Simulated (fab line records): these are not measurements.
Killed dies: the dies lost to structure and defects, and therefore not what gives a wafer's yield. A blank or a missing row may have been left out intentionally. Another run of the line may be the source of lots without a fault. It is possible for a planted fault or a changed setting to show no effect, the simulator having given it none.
Check for tools in common	flow sky130	Sampled: 10 lots, 30 wafers

WHY IT WAS OPENED
2 of 10 lots carry a flag on the reading METAL1_ALCU_RS at SKY_METAL1_RS_MEAS_05. Fault-free wafers read 0.1263 ohm/sq, with a standard deviation of 0.0016.
Rule: a lot gets a flag if all its wafers with a number sit over 4 standard deviations from that mean, or if no wafer of it has a number. The other lots count as sound.

lot	measured	on	METAL1_ALCU_RS (ohm/sq), wafer by wafer	flag
L166	day 31 16:40	film metro-01	0.1252 0.1231 0.1266	
L167	day 31 18:26	film metro-04	0.1249 0.1260 0.1271	
L175	day 35 22:34	film metro-02	0.1274 0.1285 0.1287	
L171	day 35 22:53	film metro-04	0.1262 0.1286 0.1277	
L174	day 36 03:46	film metro-01	8.6226 8.7439 8.7494	FLAGGED
L179	day 36 04:05	film metro-04	8.5849 8.5155 8.4786	FLAGGED
L185	day 37 14:35	film metro-04	0.1239 0.1251 0.1243	
L186	day 37 21:02	film metro-01	0.1281 0.1291 0.1290	
L187	day 39 11:03	film metro-02	0.1244 0.1280 0.1260	
L188	day 39 11:21	film metro-04	0.1276 0.1253 0.1267	
Averaged over the flagged lots the numbers come to 8.6158 ohm/sq, +8.4895 ohm/sq from the usual (+99 or more standard deviations).

WHICH TOOL RAN EACH LOT
3 process steps preceding the reading are held in the record, out of 708 steps in the route. In each cell: the tool, then ch and the chambers that the sampled wafers went through, then the start.
lot	flag	SKY_LOCAL_INTERCONNECT_STRIP_15	SKY_METAL1_SPUTTER_00	SKY_METAL1_SPUTTER_02
L166		plasma asher-01 ch 0,1, day 30 10:22	pvd sputter-03, day 31 16:32	pvd sputter-03, day 31 16:35
L167		plasma asher-01 ch 0,1, day 30 13:01	pvd sputter-04, day 31 18:17	pvd sputter-04, day 31 18:20
L175		plasma asher-04 ch 0,1, day 34 17:40	pvd sputter-01, day 35 22:23	pvd sputter-01, day 35 22:26
L171		plasma asher-01 ch 1, day 34 18:07	pvd sputter-03, day 35 22:45	pvd sputter-03, day 35 22:48
L174	FLAGGED	plasma asher-03 ch 0,1, day 34 22:53	pvd sputter-04, day 36 03:37	pvd sputter-04, day 36 03:40
L179	FLAGGED	plasma asher-04 ch 0,1, day 34 22:59	pvd sputter-01, day 36 03:56	pvd sputter-01, day 36 03:59
L185		plasma asher-01 ch 0,1, day 36 09:49	pvd sputter-01, day 37 14:25	pvd sputter-01, day 37 14:28
L186		plasma asher-03 ch 1, day 36 16:13	pvd sputter-01, day 37 20:53	pvd sputter-01, day 37 20:56
L187		plasma asher-01 ch 0, day 38 06:10	pvd sputter-04, day 39 10:55	pvd sputter-04, day 39 10:58
L188		plasma asher-04 ch 0,1, day 38 07:07	pvd sputter-01, day 39 11:13	pvd sputter-01, day 39 11:16
What the steps here do:
- SKY_LOCAL_INTERCONNECT_STRIP_15: strips in O2/N2.
- SKY_METAL1_SPUTTER_00: material Ti, target thk 15 nm, time 10 s.
- SKY_METAL1_SPUTTER_02: material AlCu, target thk 250 nm, time 13.3 s.
- SKY_METAL1_RS_MEAS_05: measures by four-point-probe.

FLAGGED OVER TOTAL, TOOL BY TOOL (the gauges that took the reading come last)
step	tool	lots run	flagged	share of the flagged lots	sound lots run after its first flagged lot
SKY_LOCAL_INTERCONNECT_STRIP_15	plasma asher-01	5	0	none	-
SKY_LOCAL_INTERCONNECT_STRIP_15	plasma asher-03	2	1	some	1 (L186)
SKY_LOCAL_INTERCONNECT_STRIP_15	plasma asher-04	3	1	some	1 (L188)
SKY_METAL1_SPUTTER_00	pvd sputter-01	5	1	some	3 (L185,L186,L188)
SKY_METAL1_SPUTTER_00	pvd sputter-03	2	0	none	-
SKY_METAL1_SPUTTER_00	pvd sputter-04	3	1	some	1 (L187)
SKY_METAL1_SPUTTER_02	pvd sputter-01	5	1	some	3 (L185,L186,L188)
SKY_METAL1_SPUTTER_02	pvd sputter-03	2	0	none	-
SKY_METAL1_SPUTTER_02	pvd sputter-04	3	1	some	1 (L187)
SKY_METAL1_RS_MEAS_05	film metro-01	3	1	some	1 (L186)
SKY_METAL1_RS_MEAS_05	film metro-02	2	0	none	-
SKY_METAL1_RS_MEAS_05	film metro-04	5	1	some	2 (L185,L188)

WHAT THE TABLE ALLOWS
No row of the table ran every flagged lot.

WHAT THE SIMULATOR HAD INSERTED
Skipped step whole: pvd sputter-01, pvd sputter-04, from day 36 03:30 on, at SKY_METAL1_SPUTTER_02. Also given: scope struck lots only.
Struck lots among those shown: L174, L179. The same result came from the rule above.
